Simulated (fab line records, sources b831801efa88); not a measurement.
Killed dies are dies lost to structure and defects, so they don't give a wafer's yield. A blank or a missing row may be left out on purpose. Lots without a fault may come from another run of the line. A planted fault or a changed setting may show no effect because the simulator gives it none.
Which tool did it? | flow sky130 | 12 lots, 36 wafers sampled, at 1 step of a route of 708

WHAT THE GAUGES READ, wafer by wafer
SKY_VT_ADJUST_HVTP_CD_MEAS_07: target cd 380 nm.
lot  | measured     | on        | cd_nm (nm)
L075 | day 6 16:01  | cd_sem-01 | 379.6 378.0 378.3
L077 | day 7 02:57  | cd_sem-02 | 381.2 381.5 383.0
L079 | day 7 14:32  | cd_sem-02 | 376.6 376.7 377.4
L081 | day 8 03:02  | cd_sem-01 | 382.7 384.5 381.5
L083 | day 8 17:55  | cd_sem-01 | 379.2 377.8 378.5
L085 | day 9 06:08  | cd_sem-01 | 381.1 378.4 379.2
L087 | day 9 15:32  | cd_sem-02 | 374.4 376.6 376.1
L089 | day 10 08:22 | cd_sem-02 | 383.7 383.2 381.9
L091 | day 10 22:49 | cd_sem-02 | 378.7 382.0 380.8
L093 | day 11 05:24 | cd_sem-02 | 379.5 380.3 379.7
L095 | day 11 18:14 | cd_sem-01 | 380.6 379.8 380.6
L097 | day 12 14:53 | cd_sem-01 | 380.9 381.9 381.2

WHICH TOOL RAN EACH LOT (tool, then ch and the chambers of the sampled wafers, then the start)
The record holds no process step before these readings.

THE ANSWER, worked out from the rows above alone
Rule: what is usual is taken from the lots themselves. Put in order of their means at a reading, lots are off if they are a third of the lots or fewer, leave a main group of 4 or more, and stand apart from it by a gap of 3 or more times the standard deviation of the main group's means; of several such gaps the widest counts. A main group whose means are all the same, to the digits that the tables above print for the reading, isn't used. A lot without any number at a reading at which 4 lots or more have one is off too. The other lots that the step has rows for count as sound.
No lot is off at any reading shown: from this, nothing can be told.

WHAT THE SIMULATOR HAD PUT IN
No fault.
